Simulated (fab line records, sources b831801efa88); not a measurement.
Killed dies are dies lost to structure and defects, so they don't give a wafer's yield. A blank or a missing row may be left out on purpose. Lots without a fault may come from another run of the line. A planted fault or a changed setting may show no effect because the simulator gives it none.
Problem report in the 8D (eight disciplines) form, filled by code | flow gf180mcu | the parts of the form that need people (team, actions taken, sign-off) are left out

1. THE PROBLEM
bias_w at GF_V3_ETCH_17 reads a mean of 1254 W on 1 wafer of 1 lot; wafers without a fault read 1200 W with a standard deviation of 3.9. That is +14 standard deviations from the usual mean.
The step: etches SiO2 in C4F8/O2/Ar, stops on TiN, target depth 635 nm.
First seen on wafer L642.1, day 27 20:00, on rie_diel-03. The record holds 15 wafers of 5 lots with a number at this step. Rule for "out", or "out of limits": more than 4 standard deviations from the usual mean. The other wafers with a number count as sound.

2. WHAT IT IS AND WHAT IT IS NOT
question                    | is                | is not
which readings at this step | bias_w            | oes_product_au
which lots                  | L642              | L629, L636, L638, L647
which wafers of those lots  | L642.1            | L642.2, L642.5
read on which tools         | rie_diel-03       | rie_diel-04
when                        | from day 27 20:00 | up to then (11 sound wafers); but 3 sound wafers of L647 came after

3. SUSPECTS, AND WHAT RULES EACH OUT
Counting: a tool at a process step up to the reading stays a suspect if it ran every lot that is out. Sound lots after the first of them don't rule it out here, since some wafers of a struck lot are sound.
- rie_diel-03 at GF_V3_ETCH_16 (etches BARC in N2/H2): kept. It ran the lot that is out, L642 (day 27 20:20); its last sound lot up to then is L638 (day 26 08:10).
- rie_diel-03 at GF_V3_ETCH_17 (etches SiO2 in C4F8/O2/Ar, stops on TiN, target depth 635 nm): kept. It ran the lot that is out, L642 (day 27 20:00); its last sound lot up to then is L638 (day 26 08:00). Its own readings are out on those wafers: bias_w.
- Within rie_diel-03 at GF_V3_ETCH_16: the wafers that are out ran in chamber 2; their sound lot-mates ran in chambers 1, 3.
- Within rie_diel-03 at GF_V3_ETCH_17: the wafers that are out ran in chamber 2; their sound lot-mates ran in chambers 1, 3.
Left after counting: rie_diel-03 at GF_V3_ETCH_16, rie_diel-03 at GF_V3_ETCH_17.

4. THE CAUSE (what the simulator had put in)
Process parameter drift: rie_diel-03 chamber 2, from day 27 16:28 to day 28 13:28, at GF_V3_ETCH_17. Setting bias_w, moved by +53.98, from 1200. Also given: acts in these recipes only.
Counting left 2 suspects, and this tool is among them.

5. THE CHAIN OF EFFECTS, in route order
Each row: a reading whose mean over the struck wafers that have a number lies more than 3 standard deviations from the usual. Only readings for which the record gives a usual standard deviation are gone through. hours: the time from each lot's start at the first step in this table that gives one to its start at this step, as a median over the lots. sigmas: the change in usual standard deviations.
hours | step          | reading | usual  | on struck wafers | change | sigmas
0     | GF_V3_ETCH_17 | bias_w  | 1200 W | 1254             | +54    | +14
The process steps in it:
- GF_V3_ETCH_17: etches SiO2 in C4F8/O2/Ar, stops on TiN, target depth 635 nm.

6. WHAT WOULD HAVE CAUGHT IT SOONER
In this record the first reading out of limits was taken at day 27 20:00, 4 hours after the fault began at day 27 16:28.
